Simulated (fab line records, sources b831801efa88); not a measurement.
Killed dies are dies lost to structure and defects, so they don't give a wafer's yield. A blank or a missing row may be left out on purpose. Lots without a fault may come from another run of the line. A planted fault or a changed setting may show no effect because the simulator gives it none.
Which tool did it? | flow sky130 | 13 lots, 39 wafers sampled, at 2 steps of a route of 708

WHAT THE GAUGES READ, wafer by wafer
SKY_RES_XHIGH_TW_MEAS_09.
lot  | measured     | on            | RES_XHIGH_TW
L682 | day 28 02:04 | film_metro-01 | 1646 1639 1640
L683 | day 28 19:14 | film_metro-01 | 30 30 30
L688 | day 30 01:19 | film_metro-01 | 1646 1633 1639
L693 | day 31 17:01 | film_metro-02 | 1638 1642 1649
L694 | day 31 22:20 | film_metro-01 | 1635 1639 1632
L695 | day 32 06:53 | film_metro-01 | 1643 1649 1642
L696 | day 32 13:59 | film_metro-02 | 1639 1639 1647
L697 | day 32 15:47 | film_metro-01 | 1634 1632 1646
L699 | day 33 15:03 | film_metro-01 | 1626 1633 1632
L701 | day 34 07:22 | film_metro-02 | 1652 1649 1649
L700 | day 34 11:55 | film_metro-03 | 1650 1660 1661
L702 | day 34 12:53 | film_metro-03 | 1661 1664 1663
L703 | day 34 22:37 | film_metro-02 | 1648 1652 1657

WHICH TOOL RAN EACH LOT (tool, then ch and the chambers of the sampled wafers, then the start)
lot  | SKY_RES_XHIGH_EXPOSE_04
L682 | iline_stepper-01 ch 0, day 27 12:05
L683 | iline_stepper-01 ch 0, day 28 04:03
L688 | iline_stepper-01 ch 0, day 29 10:25
L693 | iline_stepper-01 ch 0, day 31 02:32
L694 | iline_stepper-01 ch 0, day 31 08:04
L695 | iline_stepper-01 ch 0, day 31 17:22
L696 | iline_stepper-01 ch 0, day 32 00:07
L697 | iline_stepper-01 ch 0, day 32 01:09
L699 | iline_stepper-01 ch 0, day 33 01:45
L701 | iline_stepper-01 ch 0, day 33 17:31
L700 | iline_stepper-01 ch 0, day 33 22:19
L702 | iline_stepper-01 ch 0, day 33 23:07
L703 | iline_stepper-01 ch 0, day 34 08:41
- SKY_RES_XHIGH_EXPOSE_04: exposes mask URPM, target cd 1270 nm.

WHAT THE TOOLS THEMSELVES READ (means of the sampled wafers that have a number; where no wafer has one, the mark that the record gives instead)
The record holds no such reading with a usual standard deviation.

THE ANSWER, worked out from the rows above alone
Rule: what is usual is taken from the lots themselves. Put in order of their means at a reading, lots are off if they are a third of the lots or fewer, leave a main group of 4 or more, and stand apart from it by a gap of 3 or more times the standard deviation of the main group's means; of several such gaps the widest counts. A main group whose means are all the same, to the digits that the tables above print for the reading, isn't used. A lot without any number at a reading at which 4 lots or more have one is off too. The other lots that the step has rows for count as sound. The gauges are gone through in route order, then the tools' own readings, and for those a lot's mean is taken as printed above. The first step at which some lot is off is used, and at that step the reading that is off furthest; a lot without a number counts as furthest.
Off: L683, at SKY_RES_XHIGH_TW_MEAS_09 (RES_XHIGH_TW). The main group: mean 1645, standard deviation 8.9.
A tool fits if, at a process step before that reading, it ran every lot that is off, and no sound lot after the first of them. The gauges at SKY_RES_XHIGH_TW_MEAS_09 are tried like those tools. None of those tried fits.

WHAT THE SIMULATOR HAD PUT IN
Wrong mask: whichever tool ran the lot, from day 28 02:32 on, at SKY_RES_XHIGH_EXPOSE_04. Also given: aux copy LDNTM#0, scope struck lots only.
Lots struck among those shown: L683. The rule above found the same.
